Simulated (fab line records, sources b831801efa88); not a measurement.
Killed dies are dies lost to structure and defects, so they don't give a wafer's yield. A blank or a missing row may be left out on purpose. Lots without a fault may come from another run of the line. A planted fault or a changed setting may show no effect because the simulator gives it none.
fab line records | flow sky130
record lots=6 wafers=18 last_day=50
route steps=708 shown METAL2@489 PAD_OPEN@708
lots that met no fault: from a run of the same line without faults
start_h: hours from the record's first day to the start of the lot's first wafer shown | wait_h: hours since the lot's step before | " the same as in the row above | L1.1+2: a row that stands for several wafers | - no value, or no start given | * or withheld: withheld | < > ~ a bound
route shown NAME@n: a module of which the file shows steps, and the number in the route of the first | usual: mean/standard deviation of fault-free wafers | same: alike in all rows | chamber/n: place in a boat | sites: the reading at each site | _std_site: their standard deviation | _edge_site: outer sites' mean less inner sites' | radius_mm: how far each site lies from the wafer's centre | mask NAME#n: copy n | behind: the tool/chamber that last shaped the wafer | hold: why the lot was held/for how many hours/how that ended | device: the transistor (n, p or np) that didn't switch | end of line: the same wafers' tests at the end of the route | a step without rows: its recipe alone | killed: dies lost to structure and defects at the first sort, not the wafer's yield | map: a wafer's dies, x killed, . not, _ none there
set.NAME: the setting as run; set.NAME@STEP: as run at that earlier step | model.NAME: the simulator's own value behind a step, which no gauge read
lots at some steps of the route; a table a step, a row a wafer
services: from which hour (start_h, from the record's first day; less than 0 if before it) a tool's chamber was out of use, for how many hours, and why
## steps
# step SKY_METAL2_THK_MEAS_06
# recipe thk_meas_gauge=xrf reads=AlCu_of_METAL2_SPUTTER_02
# usual METAL2_ALCU_THK=250.3/2.8
# columns lot.wafer tool chamber start_h wait_h METAL2_ALCU_THK[nm]
L738.1 film_metro-04 - 872.35 0.1 252.4
L738.2 " - " " 249.1
L738.5 " - " " 252.6
L739.4 film_metro-01 - 877.56 0.1 247.2
L739.5 " - " " 247.4
L739.6 " - " " 248.7
L743.1 film_metro-02 - 902.96 0.1 249.1
L743.3 " - " " 251.8
L743.5 " - " " 248.8
L744.3 film_metro-01 - 910.20 0.1 246.7
L744.4 " - " " 244.9
L744.6 " - " " 252.1
L747.1 film_metro-01 - 942.49 0.1 252.0
L747.3 " - " " 251.0
L747.6 " - " " 255.0
L751.4 film_metro-04 - 960.93 0.1 250.9
L751.5 " - " " 252.6
L751.6 " - " " 253.1
# step SKY_METAL2_DEHYDRATE_07
# recipe temp_c=200 time_s=60
# step SKY_METAL2_HMDS_08
# recipe prime_time_s=60 prime_temp_c=120
# step SKY_METAL2_COAT_09
# recipe resist=BARC temp_c=withheld time_s=withheld spin_rpm=3000 resist_thk_nm=60
# step SKY_METAL2_COAT_10
# recipe resist=KrF-thick spin_rpm=3000 resist_thk_nm=450
# step SKY_METAL2_SOFTBAKE_11
# recipe temp_c=100 time_s=90 resist=KrF-thick
# step SKY_METAL2_EXPOSE_12
# recipe mask_id=MM2 na=0.8 source_shape=annular sigma_inner=0.55 sigma_outer=0.85 target_cd_nm=140 dose_mj=28
# step SKY_METAL2_PEB_13
# recipe peb_temp_c=withheld peb_time_s=withheld resist=KrF-thick
# step SKY_METAL2_DEVELOP_14
# recipe develop_time_s=60 resist=KrF-thick dev_temp_c=21
# step SKY_METAL2_CD_MEAS_15
# recipe target_cd_nm=140
# usual cd_nm=139.2/1.5
# columns lot.wafer tool chamber start_h wait_h cd_nm
L738.1 cd_sem-02 - 898.80 - 141.0
L738.2 " - " " 140.3
L738.5 " - " " 140.1
L739.4 cd_sem-01 - 903.88 - 139.5
L739.5 " - " " 138.7
L739.6 " - " " 139.5
L743.1 cd_sem-02 - 928.60 - 139.0
L743.3 " - " " 140.4
L743.5 " - " " 138.7
L744.3 cd_sem-01 - 935.91 - 138.8
L744.4 " - " " 138.9
L744.6 " - " " 139.0
L747.1 cd_sem-02 - 966.12 - 136.8
L747.3 " - " " 137.7
L747.6 " - " " 139.5
L751.4 cd_sem-01 - 985.26 - 137.7
L751.5 " - " " 136.5
L751.6 " - " " 138.8
# step SKY_METAL2_OVL_MEAS_16
# usual METAL2_OVL=-1/4.7
# columns lot.wafer tool chamber start_h wait_h METAL2_OVL[nm]
L738.1 overlay-02 - 898.92 0.1 -6
L738.2 " - " " -5
L738.5 " - " " -8
L739.4 overlay-01 - 903.95 0.1 7
L739.5 " - " " 1
L739.6 " - " " 2
L743.1 overlay-01 - 928.72 0.1 -1
L743.3 " - " " 1
L743.5 " - " " -11
L744.3 overlay-02 - 936.00 0.1 -2
L744.4 " - " " 3
L744.6 " - " " -1
L747.1 overlay-01 - 966.24 0.1 3
L747.3 " - " " 8
L747.6 " - " " 3
L751.4 overlay-02 - 985.34 0.1 -11
L751.5 " - " " -6
L751.6 " - " " -4
# step SKY_METAL2_DESCUM_17
# recipe chemistry=O2 source_power_w=150 bias_power_w=0 pressure_mtorr=10 temp_c=40 time_s=8
# usual drypump_motor_current_A=5.8/0.63 oes_product_au=1.000/0.0077
# columns lot.wafer tool chamber start_h wait_h drypump_motor_current_A oes_product_au rf_hours_counter_h
L738.1 rie_metal-01 1 898.96 0.0 6.1 1.001 6
L738.2 " 0 " " 6.7 0.996 8
L738.5 " 1 " " 6.1 0.986 -
L739.4 rie_metal-02 1 904.00 0.0 5.1 0.983 -
L739.5 " 1 " " 5.1 0.993 -
L739.6 " 1 " " 5.1 0.989 -
L743.1 rie_metal-01 0 928.76 0.0 6.7 1.006 10
L743.3 " 1 " " 6.1 1.000 -
L743.5 " 0 " " 6.7 0.995 -
L744.3 rie_metal-02 1 936.03 0.0 5.1 0.994 -
L744.4 " 0 " " 5.8 1.004 -
L744.6 " 0 " " 5.8 0.989 -
L747.1 rie_metal-01 1 966.27 0.0 6.1 0.996 9
L747.3 " 1 " " 6.1 1.001 -
L747.6 " 1 " " 6.1 1.004 -
L751.4 rie_metal-02 0 985.37 0.0 5.8 0.999 -
L751.5 " 0 " " 5.8 0.999 -
L751.6 " 1 " " 5.1 0.999 -
# step SKY_METAL2_ETCH_18
# recipe chemistry=N2/H2 target=BARC ion_energy_ev=200 bias_w=100 pressure_mtorr=30 n2_flow_sccm=100 h2_flow_sccm=200 icp_w=500 stop_on=SiO2 time_s=45.9 target_depth_a=600
# usual drypump_motor_current_A=5.8/0.63 n2_flow_sccm=100.04/0.26 oes_product_au=0.855/0.0049 throttle_valve_pct=13.224/0.0087
# columns lot.wafer tool chamber start_h wait_h drypump_motor_current_A n2_flow_sccm oes_product_au rf_hours_counter_h throttle_valve_pct model.KrF-thick_of_METAL2_COAT_10.thk_nm
L738.1 rie_metal-01 1 898.99 0.0 6.1 99.92 0.862 6 13.225 393.8
L738.2 " 0 " " 6.7 99.84 0.844 8 13.225 393.7
L738.5 " 1 " " 6.1 100.22 0.865 - 13.239 395
L739.4 rie_metal-02 1 904.10 0.1 5.1 99.94 0.855 - 13.233 395
L739.5 " 1 " " 5.1 100.20 0.854 - 13.224 395.4
L739.6 " 1 " " 5.1 100.08 0.851 - 13.231 394.1
L743.1 rie_metal-01 0 928.79 0.0 6.6 99.78 0.856 10 13.224 393.3
L743.3 " 1 " " 6.1 100.39 0.858 - 13.222 393.8
L743.5 " 0 " " 6.6 100.06 0.857 - 13.230 393.6
L744.3 rie_metal-02 1 936.08 0.0 5.1 100.03 0.856 - 13.222 394
L744.4 " 0 " " 5.8 100.31 0.867 - 13.225 393.5
L744.6 " 0 " " 5.8 100.12 0.851 - 13.228 392.1
L747.1 rie_metal-01 1 966.30 0.0 6.1 100.07 0.847 9 13.226 395.6
L747.3 " 1 " " 6.1 100.08 0.850 - 13.223 396.8
L747.6 " 1 " " 6.1 100.08 0.854 - 13.216 396.6
L751.4 rie_metal-02 0 985.41 0.0 5.8 99.60 0.854 - 13.216 394.8
L751.5 " 0 " " 5.8 100.13 0.858 - 13.234 392.6
L751.6 " 1 " " 5.1 99.81 0.852 - 13.215 392.6
# step SKY_METAL2_METAL_ETCH_19
# recipe target_depth_a=3600 stop_on=SiO2 over_etch_frac=0.2901 time_s=78 chemistry=Cl2/BCl3 resist_sidewall_deg=88 pressure_mtorr=10 icp_w=900 bias_w=48.5 Cl2_flow_sccm=60 bcl3_flow_sccm=30
# usual drypump_motor_current_A=5.8/0.63 oes_product_au=0.858/0.0051 throttle_valve_pct=22.265/0.01
# columns lot.wafer tool chamber start_h wait_h drypump_motor_current_A oes_product_au rf_hours_counter_h throttle_valve_pct
L738.1 rie_metal-01 1 899.05 0.0 6.1 0.864 6 22.287
L738.2 " 0 " " 6.6 0.860 8 22.257
L738.5 " 1 " " 6.1 0.858 - 22.275
L739.4 rie_metal-02 1 904.25 0.1 5.1 0.858 - 22.246
L739.5 " 1 " " 5.1 0.855 - 22.256
L739.6 " 1 " " 5.1 0.858 - 22.262
L743.1 rie_metal-01 0 928.85 0.0 6.7 0.861 10 22.255
L743.3 " 1 " " 6.1 0.857 - 22.263
L743.5 " 0 " " 6.7 0.857 - 22.270
L744.3 rie_metal-02 1 936.15 0.1 5.1 0.854 - 22.273
L744.4 " 0 " " 5.8 0.854 - 22.273
L744.6 " 0 " " 5.8 0.852 - 22.270
L747.1 rie_metal-01 1 966.37 0.0 6.1 0.862 10 22.272
L747.3 " 1 " " 6.1 0.850 - 22.273
L747.6 " 1 " " 6.1 0.863 - 22.265
L751.4 rie_metal-02 0 985.48 0.1 5.8 0.857 - 22.267
L751.5 " 0 " " 5.8 0.855 - 22.274
L751.6 " 1 " " 5.1 0.861 - 22.252
# step SKY_PAD_OPEN_PROBE_99
# usual defect_limited_yield=82.8/2.1 killed_at_M0_to_M3=43/7.3 killed_at_M4_up=3.4/2.1 killed_at_contacts=24/5.9 killed_at_front_end=14/4 killed_at_other=0.3/0.54 killed_dies=85/10 killed_open=46/7.7 killed_short=38/6 sort_bin_3_pad_short=0.8/0.48 sort_bin_5_function=10.2/1.7 sort_bin_6_memory=6.2/1.1 sort_n_pass=407/10 sort_yield_pct=82.8/2.1
# same gross_dies=492 killed_at_back_side=0 sort_bin_4_leakage[%]=0 sort_bin_8_speed[%]=0
# columns lot.wafer tool chamber start_h wait_h defect_limited_yield[%] killed_at_M0_to_M3 killed_at_M4_up killed_at_contacts killed_at_front_end killed_at_other killed_dies killed_open killed_short sort_bin_3_pad_short[%] sort_bin_5_function[%] sort_bin_6_memory[%] sort_n_pass sort_yield_pct[%]
L743.1 prober-02 - 1164.47 0.1 81.1 49 6 24 14 0 93 53 40 0.2 12.4 6.3 399 81.1
L743.3 prober-02 - 1164.57 0.2 81.9 31 5 36 17 0 89 55 34 0.4 10.6 7.1 403 81.9
L743.5 prober-02 - 1164.67 0.2 85.0 36 1 21 16 0 74 43 31 0.6 9.3 5.1 418 85.0
# killed by level:class
L743.1 LI_CONTACT:geometric_particle:open=10 VIA1:geometric_particle:open=9 VIA2:geometric_particle:open=8 CONTACT:geometric_particle:open=7 VIA3:geometric_particle:open=7 FIELD_ISO:geometric_particle:short=6 METAL1:geometric_particle:short=5 VIA1:geometric_particle:short=5
L743.3 LI_CONTACT:geometric_particle:open=13 CONTACT:geometric_particle:open=12 VIA1:geometric_particle:open=6 METAL2:geometric_particle:short=6 FIELD_ISO:geometric_particle:open=5 CONTACT:geometric_particle:short=5 VIA3:geometric_particle:open=5 POLY_GATE:geometric_particle:open=4
L743.5 VIA1:geometric_particle:open=13 LI_CONTACT:geometric_particle:open=7 FIELD_ISO:geometric_particle:open=5 CONTACT:geometric_particle:open=5 METAL1:geometric_particle:short=5 METAL2:geometric_particle:short=5 LOCAL_INTERCONNECT:geometric_particle:short=4 POLY_GATE:geometric_particle:open=3
## services
# columns tool chamber start_h hours kind
rie_metal-02 0 902.08 4.8 repair
rie_metal-01 - 948.12 0.8 repair
## key
first_sign none at tools or gauges
model_effect step=SKY_METAL2_ETCH_18 value=KrF-thick_of_METAL2_COAT_10.thk_nm without=393.4 struck=395.7
met_at SKY_METAL2_ETCH_18
struck_wafers L743.3,L747.1,L747.3,L747.6
onset_between 898.99 928.79
fault kind=process_parameter_drift tool=rie_metal-01 chamber=1 onset_h=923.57 steps=SKY_METAL2_ETCH_18 channel=ion_energy_ev offset=-32 shape=step end_h=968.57 acts_in=these_recipes_only stated=200
